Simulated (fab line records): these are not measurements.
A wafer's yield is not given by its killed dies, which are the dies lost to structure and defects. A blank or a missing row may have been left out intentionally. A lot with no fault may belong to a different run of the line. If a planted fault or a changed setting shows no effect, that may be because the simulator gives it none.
Code-filled problem report in 8D (eight disciplines) form + flow sky130 + the parts of the form that need people (team, actions taken, sign-off) are left out

== 1. THE ISSUE ==
Wafers without a fault read 4.462 s, standard deviation 0.02; strip-time-to-endpoint-s at SKY_VIA1_STRIP_16 reads a mean of 5.194 s on 9 wafers belonging to 3 lots. That is +37 standard deviations from the usual mean.
The step: strips in O2/N2.
Seen first at day 37 04:55 on plasma-asher-01, wafer L855.1. Wafers with a number at this step in the record: 45, from 15 lots. By rule, "out" or "out of limits" means more than 4 standard deviations away from the usual mean. All remaining wafers that have a number are taken as sound.

== 2. WHAT IT IS; WHAT IT IS NOT ==
| question                    | is                               | is not                                                                                       |
|-----------------------------|----------------------------------|----------------------------------------------------------------------------------------------|
| which readings at this step | strip-time-to-endpoint-s         | drypump-motor-current-A                                                                      |
| which lots                  | L855, L857, L858                 | L847, L848, L849, L851, L852, L853, L854, L863, L865, L867, L868, L869                       |
| which wafers of those lots  | all that have a number           | -                                                                                            |
| read on which tools         | plasma-asher-01, plasma-asher-04 | plasma-asher-03                                                                              |
| when                        | from day 37 04:55                | up to then (21 sound wafers); but 15 sound wafers of L863, L865, L867, L868, L869 came after |

== 3. THE SUSPECTS, EACH WITH WHAT RULES IT OUT ==
Counting: a tool at a process step up to the reading stays a suspect if it ran every lot that is out and no sound lot after the first of them.
- rie-diel-03 at SKY_VIA1_ETCH_15 (etches SiO2 in C4F8/O2/Ar, stops on TiN, target depth 351 nm, time 54 s): ruled out as a lasting fault. The sound lots L865, L868, L869 went through it after L855, its earliest lot that is out (day 37 04:52).
Left after counting: nothing in the record.

== 4. THE CAUSE (what the simulator had put in) ==
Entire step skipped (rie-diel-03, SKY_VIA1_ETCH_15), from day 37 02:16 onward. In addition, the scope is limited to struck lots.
Counting ruled it out, wrongly: the rule takes a fault to strike every lot that its tool runs from its start on, and this one did not.

== 5. SEQUENCE OF EFFECTS, ordered by route ==
One row per reading whose mean, taken over the struck wafers that have a number, lies over 3 standard deviations from the usual. Scope: only readings with a usual standard deviation given in the record; hours: median across lots of the time from each lot's start at the first step in this table that gives one to its start at this step; sigmas: change in usual standard deviations.
| hours | step              | reading                  | usual      | on struck wafers | change | sigmas |
|-------|-------------------|--------------------------|------------|------------------|--------|--------|
| 0     | SKY_VIA1_STRIP_16 | oes-product-au           | 0.416 a.u. | 0.443            | +0.027 | +5.8   |
| 0     | SKY_VIA1_STRIP_16 | strip-time-to-endpoint-s | 4.462 s    | 5.194            | +0.732 | +37    |
Process steps it contains:
- SKY_VIA1_STRIP_16: strips in O2/N2.
Readings that are blank on the struck wafers while sound wafers have them: bias-w at SKY_VIA1_ETCH_15; chamber-pressure-mTorr at SKY_VIA1_ETCH_15; oes-product-au at SKY_VIA1_ETCH_15.

== 6. WHAT WOULD HAVE CAUGHT IT SOONER ==
In this record the first reading out of limits was taken at day 37 04:55, 3 hours after the fault began at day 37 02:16.
At SKY_VIA1_ETCH_15 the tool's readings are blank on the struck wafers, where sound wafers have them: an empty tool record is the first sign, and it was there at once.
